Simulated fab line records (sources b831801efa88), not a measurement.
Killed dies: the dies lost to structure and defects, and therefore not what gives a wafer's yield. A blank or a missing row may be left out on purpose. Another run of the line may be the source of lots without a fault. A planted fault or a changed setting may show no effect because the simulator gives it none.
Which tool is to blame?    flow sky130    Sampling: 15 lots, 45 wafers, 2 of 708 route steps

== WHAT THE GAUGES READ, wafer by wafer ==
Not one reading of a measure or inspect step in the record can be checked against a usual standard deviation.

== WHAT TOOL EACH LOT RAN ON (gives the tool, then ch and the chambers of the sampled wafers, and finally the start) ==
lot   SKY_METAL3_DEVELOP_12              SKY_PAD_OPEN_PROBE_99
L816  litho_track-02 ch 0, day 38 10:00  -
L818  litho_track-03 ch 0, day 38 23:00  -
L817  litho_track-02 ch 0, day 39 02:00  -
L819  litho_track-03 ch 0, day 39 12:00  -
L820  litho_track-04 ch 0, day 39 16:00  -
L825  litho_track-02 ch 0, day 41 10:00  -
L826  litho_track-03 ch 0, day 41 12:00  prober-02, day 48 05:31
L827  litho_track-03 ch 0, day 41 21:00  prober-01, day 48 12:32
L829  litho_track-03 ch 0, day 42 10:00  -
L831  litho_track-04 ch 0, day 43 02:00  -
L834  litho_track-04 ch 0, day 43 19:00  -
L835  litho_track-02 ch 0, day 44 00:00  -
L836  litho_track-02 ch 0, day 44 09:00  -
L838  litho_track-03 ch 0, day 44 21:00  -
L839  litho_track-03 ch 0, day 45 00:00  -
- SKY_METAL3_DEVELOP_12: develop time 60 s.
- SKY_PAD_OPEN_PROBE_99

== WHAT THE TOOLS THEMSELVES READ (means of the sampled wafers that have a number; where no wafer has one, the mark that the record gives instead) ==
SKY_METAL3_DEVELOP_12. Usual: developer_temp_C 21.00 C, standard deviation 0.12; exhaust_pa 45.0 Pa, standard deviation 0.87.
lot   tool            developer_temp_C (C)  exhaust_pa (Pa)  flag
L816  litho_track-02  21.03                 44.9             
L818  litho_track-03  21.02                 44.9             
L817  litho_track-02  20.94                 46.8             
L819  litho_track-03  20.89                 44.6             
L820  litho_track-04  20.82                 44.7             
L825  litho_track-02  20.93                 45.1             
L826  litho_track-03  21.83                 45.2             OFF
L827  litho_track-03  21.92                 44.0             OFF
L829  litho_track-03  21.92                 43.8             OFF
L831  litho_track-04  21.02                 45.3             
L834  litho_track-04  21.14                 44.9             
L835  litho_track-02  20.89                 45.8             
L836  litho_track-02  21.02                 44.6             
L838  litho_track-03  20.98                 44.5             
L839  litho_track-03  20.98                 45.1             

SKY_PAD_OPEN_PROBE_99. Usual: defect_limited_yield 82.8 %, standard deviation 2; killed_at_M0_to_M3 42, standard deviation 7.3; killed_at_M4_up 3.2, standard deviation 1.8; killed_at_contacts 25, standard deviation 5.2; killed_at_front_end 15, standard deviation 4.6; killed_at_other 0.3, standard deviation 0.62; killed_dies 85, standard deviation 9.9; killed_open 46, standard deviation 7.1; killed_short 38, standard deviation 5.7; sort_bin_3_pad_short 0.9 %, standard deviation 0.42; sort_bin_5_function 10.0 %, standard deviation 1.5; sort_bin_6_memory 6.3 %, standard deviation 1.2; sort_n_pass 407, standard deviation 9.9; sort_yield_pct 82.8 %, standard deviation 2.
lot   tool       defect_limited_yield (%)  killed_at_M0_to_M3  killed_at_M4_up  killed_at_contacts  killed_at_front_end  killed_at_other  killed_dies  killed_open  killed_short  sort_bin_3_pad_short (%)  sort_bin_5_function (%)  sort_bin_6_memory (%)  sort_n_pass  sort_yield_pct (%)  flag
L826  prober-02  82.4                      50                  4.0              24                  8                    0.3              86           48           38            1.0                       10.0                     6.5                    406          82.4                
L827  prober-01  80.9                      44                  2.0              27                  21                   0.0              94           49           45            1.2                       11.4                     6.5                    398          80.9                

== THE ANSWER, worked out from the rows above alone ==
Rule: lot off if the mean of its wafers having a number is beyond 3 standard deviations from the usual mean. Also off: a lot with no number at a reading for which 4 or more lots have one. All remaining lots with rows at the step are treated as sound. Order of review: gauges by route order, followed by the tools' own readings, for which a lot's mean as printed above is used. At the first step where some lot is off, the reading lying furthest off is the one used; lots without a number count as furthest.
Off: L826, L827, L829 (SKY_METAL3_DEVELOP_12, developer_temp_C).
A tool fits if, at that step or a process step before it, it ran every lot that is off, and no sound lot after the first of them. Of those tried, none fits.

== WHAT THE SIMULATOR HAD INSERTED ==
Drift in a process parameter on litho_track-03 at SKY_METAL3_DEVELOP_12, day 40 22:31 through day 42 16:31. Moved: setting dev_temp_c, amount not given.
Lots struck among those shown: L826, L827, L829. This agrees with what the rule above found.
